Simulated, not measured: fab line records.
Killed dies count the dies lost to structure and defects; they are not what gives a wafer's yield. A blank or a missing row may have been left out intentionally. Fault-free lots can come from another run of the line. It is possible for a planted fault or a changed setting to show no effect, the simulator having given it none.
Code-filled problem report in 8D (eight disciplines) form ; flow gf180mcu ; the parts of the form that need people (team, actions taken, sign-off) are left out

1. WHAT IS WRONG
POLY_GATE_CVD_00_THK at GF_POLY_GATE_THK_MEAS_01 reads a mean of 394.6 nm on 9 wafers of 3 lots; wafers without a fault read 200.3 nm with a standard deviation of 1.9. That is +99 or more standard deviations from the usual mean.
First observed at day 9 04:52: wafer L712.3, on film-metro-04. The record holds 39 wafers of 13 lots with a number at this step. The rule behind "out" and "out of limits": a value lying over 4 standard deviations away from the usual mean. Any other wafer with a number is counted as sound.

2. WHAT IT IS AND WHAT IT IS NOT
question;is;is not
which readings at this step;POLY_GATE_CVD_00_THK;-
which lots;L712, L713, L714;L710, L711, L722, L723, L724, L725, L726, L727, L731, L732
which wafers of those lots;all that have a number;-
read on which gauges;film-metro-01, film-metro-02, film-metro-04;-
when;from day 9 04:52;"up to then (6 sound wafers); but 24 sound wafers of L722, L723, L724, L725, L726, L727, L731, L732 came after"

3. THE SUSPECTS, EACH WITH WHAT RULES IT OUT
Counting: a tool at a process step up to the reading stays a suspect if it ran every lot that is out and no sound lot after the first of them.
- ruled out: the gauge at GF_POLY_GATE_THK_MEAS_01. 3 gauges (film-metro-01, film-metro-02, film-metro-04) read the wafers that are out.
- lpcvd-01 at GF_POLY_GATE_CVD_00 (deposits poly-Si, target thk 200 nm, time 1200 s): ruled out as a lasting fault. After its first lot that is out, L712 (day 9 03:31), sound lots L724, L725, L727, L731 ran on it.
Left after counting: nothing in the record.

4. THE CAUSE (what the simulator had put in)
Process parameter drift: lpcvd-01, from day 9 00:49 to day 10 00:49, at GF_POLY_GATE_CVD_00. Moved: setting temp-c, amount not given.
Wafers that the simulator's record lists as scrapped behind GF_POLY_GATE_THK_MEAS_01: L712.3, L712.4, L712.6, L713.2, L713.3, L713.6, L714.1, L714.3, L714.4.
Counting ruled it out, wrongly: the rule takes a fault to strike every lot that its tool runs from its start on, and this one did not.

5. THE EFFECT CHAIN, in route order
Each row: a reading whose mean over the struck wafers that have a number lies more than 3 standard deviations from the usual. Scope: only readings with a usual standard deviation given in the record; hours: median across lots of the time from each lot's start at the first step in this table that gives one to its start at this step; sigmas: change in usual standard deviations.
hours;step;reading;usual;on struck wafers;change;sigmas
0;GF_POLY_GATE_CVD_00;spike-tc-bottom-C;640 C;677;+37;+12
0;GF_POLY_GATE_CVD_00;spike-tc-centre-C;620.7 C;658.9;+38.2;+32
0;GF_POLY_GATE_CVD_00;spike-tc-lower-C;619.8 C;657.3;+37.5;+39
0;GF_POLY_GATE_CVD_00;spike-tc-top-C;637 C;675;+38;+12
0;GF_POLY_GATE_CVD_00;spike-tc-upper-C;619.3 C;657.8;+38.5;+26
0;GF_POLY_GATE_CVD_00;susceptor-temp-C;620.05 C;657.71;+37.66;+99 or more
0;GF_POLY_GATE_CVD_00;zone-power-bottom-pct;12.1 %;13.8;+1.7;+4.9
1;GF_POLY_GATE_THK_MEAS_01;POLY_GATE_CVD_00_THK;200.3 nm;394.6;+194.3;+99 or more
The process steps in it:
- GF_POLY_GATE_CVD_00: deposits poly-Si, target thk 200 nm, time 1200 s.

6. HOW IT WOULD HAVE BEEN CAUGHT EARLIER
4 hours passed between the start of the fault at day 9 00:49 and the first reading out of limits at a measuring or inspecting step in this record, taken at day 9 04:52.
At GF_POLY_GATE_CVD_00, the tool's own readings (spike-tc-bottom-C, spike-tc-centre-C, spike-tc-lower-C, spike-tc-top-C, spike-tc-upper-C, susceptor-temp-C, zone-power-bottom-pct) were out on each struck wafer the step has a row for, so an alarm limit on them would have fired on the first such wafer.
